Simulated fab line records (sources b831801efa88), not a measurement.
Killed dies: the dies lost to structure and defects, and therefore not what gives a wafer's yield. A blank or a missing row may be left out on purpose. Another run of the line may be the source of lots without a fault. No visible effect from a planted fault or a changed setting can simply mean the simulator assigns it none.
fab line records + flow sky130
record
- lots=6
- wafers=18
- last_day=49
route steps=708 shown POLY_GATE@219 PAD_OPEN@708
lots that met no fault: taken from a fault-free run of the same line
start_h: the number of hours between the record's first day and the start of the first shown wafer of the lot + wait_h: time in hours since the lot's previous step + " unchanged from the row above + L1.1+2: one row covering several wafers at once + - value missing, or start not given + * or withheld: withheld + < > ~ a bound
route shown NAME@n: a module of which the file shows steps, and the number in the route of the first + usual: the fault-free wafers' mean and standard deviation + same: alike in all rows + chamber/n: place in a boat + sites: the reading at each site + _std_site: how widely they spread, as a standard deviation + _edge_site: outer sites' mean less inner sites' + radius_mm: how far each site lies from the wafer's centre + mask NAME#n: copy n + behind: the last tool/chamber to shape the wafer + hold: why the lot went on hold/how many hours it stayed there/how the hold came to an end + device: transistor that didn't switch, given as n, p or np + end of line: tests run on the same wafers once the route is complete + a step without rows: its recipe alone + killed: dies that structure and defects cost at the first sort, which is not the same as the wafer's yield + map: a wafer's dies, x killed, . not, _ none there
set.NAME: the setting as run; set.NAME@STEP: as run at that earlier step + model.NAME: the simulator's own value behind a step, which no gauge read
lots at selected steps of the route; one table per step, one row per wafer
services: a tool's chamber out of use, with start hour (start_h, from the record's first day; less than 0 if before it), hours out, and reason
## steps
# step SKY_POLY_GATE_DEHYDRATE_05
# recipe
- temp_c=200
- time_s=60
# step SKY_POLY_GATE_HMDS_06
# recipe
- prime_time_s=60
- prime_temp_c=120
# step SKY_POLY_GATE_COAT_07
# recipe
- resist=BARC
- temp_c=withheld
- time_s=withheld
- spin_rpm=3000
- resist_thk_nm=110
# step SKY_POLY_GATE_COAT_08
# recipe
- resist=KrF-thick
- spin_rpm=3000
- resist_thk_nm=450
# step SKY_POLY_GATE_SOFTBAKE_09
# recipe
- temp_c=100
- time_s=90
- resist=KrF-thick
# step SKY_POLY_GATE_EXPOSE_10
# recipe
- mask_id=P1M
- na=0.68
- source_shape=conventional
- sigma_outer=0.6
- target_cd_nm=150
- dose_mj=28
# step SKY_POLY_GATE_PEB_11
# recipe
- peb_temp_c=withheld
- peb_time_s=withheld
- resist=KrF-thick
# step SKY_POLY_GATE_DEVELOP_12
# recipe
- develop_time_s=60
- resist=KrF-thick
- dev_temp_c=21
# step SKY_POLY_GATE_CD_MEAS_13
# recipe
- target_cd_nm=150
# usual
- cd_nm=149.7/1.1
| lot.wafer | tool      | chamber | start_h | wait_h | cd_nm |
|-----------|-----------|---------|---------|--------|-------|
| L644.2    | cd_sem-02 | -       | 384.05  | -      | 151.2 |
| L644.3    | "         | -       | "       | "      | 151.2 |
| L644.4    | "         | -       | "       | "      | 150.8 |
| L647.3    | cd_sem-02 | -       | 413.62  | -      | 151.8 |
| L647.4    | "         | -       | "       | "      | 152.0 |
| L647.5    | "         | -       | "       | "      | 151.5 |
| L650.1    | cd_sem-02 | -       | 438.68  | -      | 149.7 |
| L650.2    | "         | -       | "       | "      | 149.2 |
| L650.6    | "         | -       | "       | "      | 148.7 |
| L651.1    | cd_sem-01 | -       | 444.23  | -      | 148.5 |
| L651.2    | "         | -       | "       | "      | 148.8 |
| L651.5    | "         | -       | "       | "      | 149.2 |
| L660.1    | cd_sem-01 | -       | 531.40  | -      | 150.5 |
| L660.2    | "         | -       | "       | "      | 150.6 |
| L660.3    | "         | -       | "       | "      | 151.8 |
| L662.2    | cd_sem-02 | -       | 550.65  | -      | 148.7 |
| L662.4    | "         | -       | "       | "      | 148.1 |
| L662.5    | "         | -       | "       | "      | 149.2 |
# step SKY_POLY_GATE_OVL_MEAS_14
# usual
- POLY_GATE_OVL=1/4.6
| lot.wafer | tool       | chamber | start_h | wait_h | POLY_GATE_OVL[nm] |
|-----------|------------|---------|---------|--------|-------------------|
| L644.2    | overlay-01 | -       | 384.16  | 0.1    | -3                |
| L644.3    | "          | -       | "       | "      | 0                 |
| L644.4    | "          | -       | "       | "      | -5                |
| L647.3    | overlay-01 | -       | 413.71  | 0.1    | -2                |
| L647.4    | "          | -       | "       | "      | 6                 |
| L647.5    | "          | -       | "       | "      | -2                |
| L650.1    | overlay-01 | -       | 438.80  | 0.1    | -5                |
| L650.2    | "          | -       | "       | "      | -3                |
| L650.6    | "          | -       | "       | "      | -5                |
| L651.1    | overlay-02 | -       | 444.35  | 0.1    | -3                |
| L651.2    | "          | -       | "       | "      | -1                |
| L651.5    | "          | -       | "       | "      | -4                |
| L660.1    | overlay-01 | -       | 531.52  | 0.1    | -5                |
| L660.2    | "          | -       | "       | "      | 0                 |
| L660.3    | "          | -       | "       | "      | 4                 |
| L662.2    | overlay-01 | -       | 550.75  | 0.1    | -4                |
| L662.4    | "          | -       | "       | "      | 0                 |
| L662.5    | "          | -       | "       | "      | -6                |
# step SKY_POLY_GATE_ETCH_15
# recipe
- chemistry=N2/H2
- target=BARC
- ion_energy_ev=200
- source_w=500
- bias_w=97.63
- pressure_mtorr=30
- n2_flow_sccm=100
- h2_flow_sccm=200
- stop_on=SiO2
- time_s=118.5
- target_depth_a=1100
# usual
- drypump_motor_current_A=5.9/0.6
- oes_product_au=0.717/0.0046
- run_length_s=146.7/0.48
- throttle_valve_pct=13.214/0.0095
| lot.wafer | tool        | chamber | start_h | wait_h | drypump_motor_current_A | oes_product_au | rf_hours_counter_h | run_length_s | throttle_valve_pct |
|-----------|-------------|---------|---------|--------|-------------------------|----------------|--------------------|--------------|--------------------|
| L644.2    | rie_diel-01 | 1       | 384.19  | 0.0    | 6.3                     | 0.721          | 5                  | 147.1        | 13.206             |
| L644.3    | "           | 2       | "       | "      | 6.2                     | 0.715          | 108                | 145.8        | 13.210             |
| L644.4    | "           | 0       | "       | "      | 5.7                     | 0.713          | -                  | 147.0        | 13.223             |
| L647.3    | rie_diel-04 | 0       | 413.74  | 0.0    | 5.9                     | 0.722          | 48                 | 147.2        | 13.202             |
| L647.4    | "           | 0       | "       | "      | 5.9                     | 0.717          | -                  | 146.8        | 13.208             |
| L647.5    | "           | 1       | "       | "      | 5.5                     | 0.714          | -                  | 145.9        | 13.220             |
| L650.1    | rie_diel-01 | 1       | 438.83  | 0.0    | 6.3                     | 0.724          | 6                  | 146.9        | 13.215             |
| L650.2    | "           | 3       | "       | "      | 6.1                     | 0.709          | 2                  | 146.9        | 13.223             |
| L650.6    | "           | 1       | "       | "      | 6.3                     | 0.714          | -                  | 147.6        | 13.197             |
| L651.1    | rie_diel-01 | 3       | 444.39  | 0.0    | 6.1                     | 0.719          | 2                  | 146.3        | 13.224             |
| L651.2    | "           | 0       | "       | "      | 5.7                     | 0.720          | 11                 | 147.4        | 13.211             |
| L651.5    | "           | 1       | "       | "      | 6.3                     | 0.721          | -                  | 147.8        | 13.205             |
| L660.1    | rie_diel-04 | 0       | 531.56  | 0.0    | 5.9                     | 0.723          | 51                 | 146.9        | 13.221             |
| L660.2    | "           | 2       | "       | "      | 6.8                     | 0.719          | 1                  | 145.9        | 13.215             |
| L660.3    | "           | 1       | "       | "      | 5.5                     | 0.718          | 23                 | 145.6        | 13.218             |
| L662.2    | rie_diel-01 | 0       | 550.78  | 0.0    | 5.7                     | 0.715          | 13                 | 147.0        | 13.219             |
| L662.4    | "           | 3       | "       | "      | 6.1                     | 0.711          | 4                  | 146.5        | 13.205             |
| L662.5    | "           | 3       | "       | "      | 6.2                     | 0.709          | -                  | 146.7        | 13.222             |
# step SKY_POLY_GATE_ETCH_16
# recipe
- stop_on=poly-Si
- chemistry=CH3F/O2
- target=Si3N4
- source_w=400
- bias_w=80
- pressure_mtorr=25
- ch3f_flow_sccm=40
- O2_flow_sccm=30
- time_s=147.5
- target_depth_a=750
# usual
- drypump_motor_current_A=5.8/0.6
- oes_product_au=0.641/0.0053
- run_length_s=175.7/0.46
- throttle_valve_pct=10.535/0.009
| lot.wafer | tool        | chamber | start_h | wait_h | drypump_motor_current_A | oes_product_au | rf_hours_counter_h | run_length_s | throttle_valve_pct |
|-----------|-------------|---------|---------|--------|-------------------------|----------------|--------------------|--------------|--------------------|
| L644.2    | rie_diel-01 | 1       | 384.27  | 0.0    | 6.3                     | 0.647          | 5                  | 176.6        | 10.526             |
| L644.3    | "           | 2       | "       | "      | 6.2                     | 0.655          | 108                | 174.9        | 10.540             |
| L644.4    | "           | 0       | "       | "      | 5.7                     | 0.646          | -                  | 176.4        | 10.543             |
| L647.3    | rie_diel-04 | 0       | 413.82  | 0.0    | 5.9                     | 0.643          | 48                 | 176.0        | 10.541             |
| L647.4    | "           | 0       | "       | "      | 5.8                     | 0.644          | -                  | 175.9        | 10.528             |
| L647.5    | "           | 1       | "       | "      | 5.5                     | 0.643          | -                  | 175.2        | 10.539             |
| L650.1    | rie_diel-01 | 1       | 438.91  | 0.0    | 6.3                     | 0.639          | 6                  | 176.4        | 10.524             |
| L650.2    | "           | 3       | "       | "      | 6.1                     | 0.646          | 2                  | 176.0        | 10.524             |
| L650.6    | "           | 1       | "       | "      | 6.3                     | 0.637          | -                  | 176.3        | 10.525             |
| L651.1    | rie_diel-01 | 3       | 444.47  | 0.0    | 6.1                     | 0.633          | 3                  | 175.8        | 10.525             |
| L651.2    | "           | 0       | "       | "      | 5.7                     | 0.636          | 11                 | 176.0        | 10.533             |
| L651.5    | "           | 1       | "       | "      | 6.3                     | 0.641          | -                  | 176.2        | 10.539             |
| L660.1    | rie_diel-04 | 0       | 531.64  | 0.0    | 5.9                     | 0.640          | 51                 | 176.0        | 10.530             |
| L660.2    | "           | 2       | "       | "      | 6.8                     | 0.637          | 1                  | 174.9        | 10.537             |
| L660.3    | "           | 1       | "       | "      | 5.5                     | 0.638          | 23                 | 174.9        | 10.544             |
| L662.2    | rie_diel-01 | 0       | 550.87  | 0.0    | 5.7                     | 0.648          | 13                 | 176.1        | 10.547             |
| L662.4    | "           | 3       | "       | "      | 6.1                     | 0.645          | 5                  | 175.8        | 10.538             |
| L662.5    | "           | 3       | "       | "      | 6.1                     | 0.647          | -                  | 175.6        | 10.531             |
# step SKY_POLY_GATE_ETCH_17
# recipe
- target_depth_nm=180
- stop_on=SiO2
- over_etch_frac=0.56667
- chemistry=HBr/Cl2
- target=poly-Si
- icp_w=400
- bias_w=100
- pressure_mtorr=10
- HBr_flow_sccm=150
- Cl2_flow_sccm=50
- time_s=70.5
# usual
- drypump_motor_current_A=5.7/0.49
- oes_product_au=0.985/0.0063
- run_length_s=98.8/0.53
- throttle_valve_pct=33.684/0.0093
| lot.wafer | tool      | chamber | start_h | wait_h | drypump_motor_current_A | oes_product_au | rf_hours_counter_h | run_length_s | throttle_valve_pct | model.POLY_GATE.feature_depth_nm | model.etch.depth_nm | model.SiO2_of_SONOS_ONO_CVD_04.thk_nm |
|-----------|-----------|---------|---------|--------|-------------------------|----------------|--------------------|--------------|--------------------|----------------------------------|---------------------|---------------------------------------|
| L644.2    | rie_si-01 | 0       | 384.37  | 0.0    | 6.5                     | 0.972          | 48                 | 99.1         | 33.689             | 176.7                            | 176.7               | 4.214                                 |
| L644.3    | "         | 3       | "       | "      | 5.3                     | 0.984          | 3                  | 98.9         | 33.688             | 178.5                            | 178.5               | 4.23                                  |
| L644.4    | "         | 1       | "       | "      | 5.8                     | 0.985          | 1                  | 98.6         | 33.694             | 176.9                            | 176.9               | 4.281                                 |
| L647.3    | rie_si-01 | 2       | 413.92  | 0.0    | 5.1                     | 0.973          | 2                  | 98.0         | 33.696             | 176                              | 176                 | 4.165                                 |
| L647.4    | "         | 3       | "       | "      | 5.3                     | 0.990          | 4                  | 99.3         | 33.687             | 176.7                            | 176.7               | 4.302                                 |
| L647.5    | "         | 1       | "       | "      | 5.9                     | 0.984          | -                  | 98.8         | 33.680             | 178.2                            | 178.2               | 4.256                                 |
| L650.1    | rie_si-01 | 2       | 439.01  | 0.0    | 5.1                     | 0.967          | 3                  | 100.7        | 33.678             | 179.2                            | 179.2               | 4.225                                 |
| L650.2    | "         | 1       | "       | "      | 5.9                     | 0.969          | 1                  | 101.1        | 33.686             | 178.7                            | 178.6               | 4.298                                 |
| L650.6    | "         | 2       | "       | "      | 5.1                     | 0.966          | -                  | 100.5        | 33.668             | 179                              | 178.9               | 4.303                                 |
| L651.1    | rie_si-01 | 0       | 444.57  | 0.0    | 6.5                     | 0.968          | 48                 | 101.2        | 33.704             | 180.6                            | 180.6               | 4.127                                 |
| L651.2    | "         | 3       | "       | "      | 5.3                     | 0.976          | 4                  | 101.4        | 33.685             | 181.3                            | 181.3               | 3.957                                 |
| L651.5    | "         | 1       | "       | "      | 5.9                     | 0.977          | -                  | 101.6        | 33.699             | 181.7                            | 181.7               | 4.035                                 |
| L660.1    | rie_si-02 | 3       | 531.74  | 0.0    | 5.7                     | 0.992          | 0                  | 97.9         | 33.686             | 180.2                            | 180.2               | 4.341                                 |
| L660.2    | "         | 2       | "       | "      | 6.3                     | 0.987          | 3                  | 98.4         | 33.685             | 177.9                            | 177.9               | 4.308                                 |
| L660.3    | "         | 1       | "       | "      | 5.9                     | 0.985          | 25                 | 99.0         | 33.677             | 178.3                            | 178.3               | 4.464                                 |
| L662.2    | rie_si-01 | 2       | 550.97  | 0.0    | 5.1                     | 0.982          | 3                  | 98.0         | 33.686             | 178.7                            | 178.7               | 4.252                                 |
| L662.4    | "         | 1       | "       | "      | 5.9                     | 0.994          | 1                  | 98.7         | 33.694             | 179.9                            | 179.9               | 4.177                                 |
| L662.5    | "         | 0       | "       | "      | 6.5                     | 0.984          | -                  | 99.3         | 33.676             | 178.6                            | 178.6               | 4.224                                 |
# step SKY_POLY_GATE_STRIP_18
# recipe
- chemistry=O2/N2
- power_w=1400
- pressure_mtorr=1500
- platen_temp_c=withheld
- o2_flow_sccm=3000
- n2_flow_sccm=300
- overash_fraction=0.5
# usual
- drypump_motor_current_A=5.8/0.51
- oes_product_au=0.361/0.0046
- strip_time_to_endpoint_s=3.182/0.028
| lot.wafer | tool            | chamber | start_h | wait_h | drypump_motor_current_A | oes_product_au | rf_hours_counter_h | strip_time_to_endpoint_s |
|-----------|-----------------|---------|---------|--------|-------------------------|----------------|--------------------|--------------------------|
| L644.2    | plasma_asher-03 | 0       | 384.42  | 0.0    | 6.5                     | 0.372          | 56                 | 3.171                    |
| L644.3    | "               | 1       | "       | "      | 6.0                     | 0.364          | -                  | 3.158                    |
| L644.4    | "               | 0       | "       | "      | 6.5                     | 0.362          | -                  | 3.151                    |
| L647.3    | plasma_asher-03 | 1       | 414.01  | 0.1    | 5.9                     | 0.355          | -                  | 3.200                    |
| L647.4    | "               | 0       | "       | "      | 6.5                     | 0.360          | -                  | 3.163                    |
| L647.5    | "               | 0       | "       | "      | 6.5                     | 0.364          | -                  | 3.179                    |
| L650.1    | plasma_asher-01 | 1       | 439.07  | 0.0    | 5.9                     | 0.354          | 75                 | 3.142                    |
| L650.2    | "               | 0       | "       | "      | 5.4                     | 0.356          | 75                 | 3.126                    |
| L650.6    | "               | 0       | "       | "      | 5.4                     | 0.348          | -                  | 3.160                    |
| L651.1    | plasma_asher-01 | 0       | 444.62  | 0.0    | 5.4                     | 0.358          | 76                 | 3.156                    |
| L651.2    | "               | 1       | "       | "      | 5.9                     | 0.353          | 76                 | 3.153                    |
| L651.5    | "               | 1       | "       | "      | 5.9                     | 0.363          | -                  | 3.135                    |
| L660.1    | plasma_asher-02 | 0       | 531.79  | 0.0    | 5.0                     | 0.365          | 36                 | 3.212                    |
| L660.2    | "               | 1       | "       | "      | 6.2                     | 0.359          | 36                 | 3.183                    |
| L660.3    | "               | 0       | "       | "      | 5.0                     | 0.361          | -                  | 3.168                    |
| L662.2    | plasma_asher-02 | 0       | 551.02  | 0.0    | 5.0                     | 0.362          | 38                 | 3.146                    |
| L662.4    | "               | 0       | "       | "      | 5.0                     | 0.355          | -                  | 3.120                    |
| L662.5    | "               | 1       | "       | "      | 6.2                     | 0.356          | -                  | 3.145                    |
# step SKY_PAD_OPEN_PROBE_99
# usual
- killed_at_M0_to_M3=43/6.8
- killed_at_M4_up=3.2/1.7
- killed_at_contacts=24/5.6
- killed_at_front_end=15/4.7
- killed_at_other=0.3/0.59
- killed_dies=86/10
- killed_open=47/6.8
- killed_short=39/6.4
# same
- gross_dies=492
- killed_at_back_side=0
| lot.wafer | tool      | chamber | start_h | wait_h | killed_at_M0_to_M3 | killed_at_M4_up | killed_at_contacts | killed_at_front_end | killed_at_other | killed_dies | killed_open | killed_short |
|-----------|-----------|---------|---------|--------|--------------------|-----------------|--------------------|---------------------|-----------------|-------------|-------------|--------------|
| L650.1    | prober-02 | -       | 1124.01 | 0.1    | 40                 | 5               | 27                 | 23                  | 0               | 95          | 55          | 40           |
| L650.2    | prober-02 | -       | 1124.06 | 0.1    | 42                 | 4               | 22                 | 24                  | 0               | 92          | 53          | 38           |
| L650.6    | prober-02 | -       | 1124.26 | 0.2    | 52                 | 1               | 21                 | 27                  | 1               | 102         | 55          | 46           |
| L651.1    | prober-01 | -       | 1125.50 | 0.1    | 60                 | 2               | 26                 | 5                   | 0               | 93          | 47          | 45           |
| L651.2    | prober-01 | -       | 1125.55 | 0.1    | 47                 | 3               | 25                 | 17                  | 0               | 92          | 51          | 40           |
| L651.5    | prober-01 | -       | 1125.70 | 0.2    | 47                 | 3               | 24                 | 8                   | 1               | 83          | 48          | 34           |
| L660.1    | prober-02 | -       | 1180.56 | 0.1    | 43                 | 2               | 20                 | 16                  | 1               | 82          | 36          | 45           |
| L660.2    | prober-02 | -       | 1180.61 | 0.1    | 29                 | 2               | 14                 | 17                  | 0               | 62          | 29          | 33           |
| L660.3    | prober-02 | -       | 1180.66 | 0.2    | 39                 | 3               | 31                 | 14                  | 0               | 87          | 44          | 43           |
# killed by level:class
L650.1 CONTACT:geometric_particle:open=8 VIA1:geometric_particle:open=8 LI_CONTACT:geometric_particle:open=7 VIA2:geometric_particle:open=7 FIELD_ISO:geometric_particle:short=6 POLY_GATE:geometric_particle:open=6 METAL1:geometric_particle:short=6 METAL1:geometric_particle:open=5
L650.2 VIA1:geometric_particle:open=16 CONTACT:geometric_particle:open=8 FIELD_ISO:geometric_particle:short=6 LI_CONTACT:geometric_particle:short=6 VIA3:geometric_particle:open=6 POLY_GATE:geometric_particle:open=5 POLY_GATE:geometric_particle:short=5 LI_CONTACT:geometric_particle:open=4
L650.6 VIA1:geometric_particle:open=12 CONTACT:geometric_particle:open=10 FIELD_ISO:geometric_particle:open=9 VIA3:geometric_particle:open=9 POLY_GATE:geometric_particle:short=7 METAL1:geometric_particle:short=6 VIA3:geometric_particle:short=6 FIELD_ISO:geometric_particle:short=5
L651.1 VIA1:geometric_particle:open=15 METAL1:geometric_particle:short=11 LOCAL_INTERCONNECT:geometric_particle:short=9 VIA2:geometric_particle:open=9 CONTACT:geometric_particle:short=6 VIA3:geometric_particle:open=6 CONTACT:geometric_particle:open=5 METAL2:geometric_particle:short=5
L651.2 VIA3:geometric_particle:open=11 VIA1:geometric_particle:open=8 VIA1:geometric_particle:short=7 VIA2:geometric_particle:open=7 LI_CONTACT:geometric_particle:open=6 LOCAL_INTERCONNECT:geometric_particle:short=6 CONTACT:geometric_particle:open=5 METAL2:geometric_particle:short=5
L651.5 VIA1:geometric_particle:open=10 VIA2:geometric_particle:open=9 VIA3:geometric_particle:open=9 CONTACT:geometric_particle:open=7 VIA1:geometric_particle:short=7 LI_CONTACT:geometric_particle:short=6 LI_CONTACT:geometric_particle:open=5 CONTACT:geometric_particle:short=4
L660.1 METAL2:geometric_particle:short=10 CONTACT:geometric_particle:open=8 VIA1:geometric_particle:open=8 VIA3:geometric_particle:open=8 FIELD_ISO:geometric_particle:short=4 POLY_GATE:geometric_particle:short=4 LI_CONTACT:geometric_particle:short=4 VIA2:geometric_particle:open=4
L660.2 VIA1:geometric_particle:open=7 METAL2:geometric_particle:short=5 FIELD_ISO:geometric_particle:short=4 LI_CONTACT:geometric_particle:open=4 METAL1:geometric_particle:short=4 POLY_GATE:geometric_particle:open=3 POLY_GATE:geometric_particle:short=3 CONTACT:geometric_particle:open=3
L660.3 CONTACT:geometric_particle:open=9 LI_CONTACT:geometric_particle:open=8 POLY_GATE:geometric_particle:short=6 LI_CONTACT:geometric_particle:short=6 VIA3:geometric_particle:open=6 VIA1:geometric_particle:short=5 VIA3:geometric_particle:short=5 LOCAL_INTERCONNECT:geometric_particle:short=4
## services
| tool            | chamber | start_h | hours | kind           |
|-----------------|---------|---------|-------|----------------|
| rie_si-01       | -       | 365.97  | 1.1   | repair         |
| rie_diel-04     | -       | 368.71  | 15.6  | pm             |
| rie_diel-01     | 3       | 373.32  | 11.0  | repair         |
| rie_si-02       | 0       | 376.14  | 9.0   | repair         |
| rie_diel-01     | 1       | 397.25  | 1.7   | repair         |
| rie_diel-04     | 2       | 399.09  | 23.4  | repair         |
| rie_diel-01     | 2       | 408.17  | -     | clean          |
| rie_diel-01     | 2       | 408.17  | 14.0  | scheduled_down |
| rie_diel-01     | 2       | 408.17  | 14.0  | vent_cycle     |
| plasma_asher-02 | -       | 429.75  | 9.1   | repair         |
| rie_si-02       | -       | 429.86  | 0.4   | repair         |
| plasma_asher-03 | -       | 432.01  | 1.0   | repair         |
| plasma_asher-02 | -       | 438.90  | 14.6  | pm             |
| rie_diel-04     | -       | 453.15  | 4.0   | pm             |
| rie_si-02       | 1       | 457.70  | 4.2   | repair         |
| plasma_asher-01 | -       | 458.54  | 4.7   | repair         |
| rie_diel-04     | 3       | 481.43  | 9.0   | repair         |
| plasma_asher-02 | -       | 491.33  | 10.2  | repair         |
| plasma_asher-01 | -       | 505.72  | 2.1   | repair         |
| rie_si-02       | -       | 510.21  | 2.8   | pm             |
| rie_si-01       | 2       | 513.36  | 8.1   | repair         |
| rie_diel-04     | 0       | 518.57  | 6.5   | repair         |
| rie_si-01       | 3       | 524.71  | 7.6   | repair         |
| rie_si-01       | 2       | 532.75  | 6.4   | repair         |
## key
first_sign
- step=SKY_POLY_GATE_ETCH_17
- reading=run_length_s
- direction=up
- sigmas=4.4
- usual=*
- struck=*
effect
- step=SKY_POLY_GATE_ETCH_17
- reading=oes_product_au
- direction=down
- sigmas=2.2
- usual=0.985
- struck=0.971
- wafers_moved=3
model_effect
- step=SKY_POLY_GATE_ETCH_17
- value=POLY_GATE.feature_depth_nm
- without=177.8
- struck=180.1
met_at SKY_POLY_GATE_ETCH_17
struck_wafers L650.1,L650.2,L650.6,L651.1,L651.2,L651.5
tester_left_out L650,L651
onset_between 413.92 439.01
fault
- kind=process_parameter_drift
- tool=rie_si-01
- chamber=-
- onset_h=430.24
- steps=SKY_POLY_GATE_ETCH_17
- channel=time_s
- offset=*
- shape=step
- end_h=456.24
- acts_in=*
- stated=*
# tester_left_out: of these lots the tester's yield and bins aren't shown, on N5 and GAA mostly nor the transistor test; their killed dies are dies lost to structure and defects alone, not to doping, threshold or leakage, so they don't give the yield
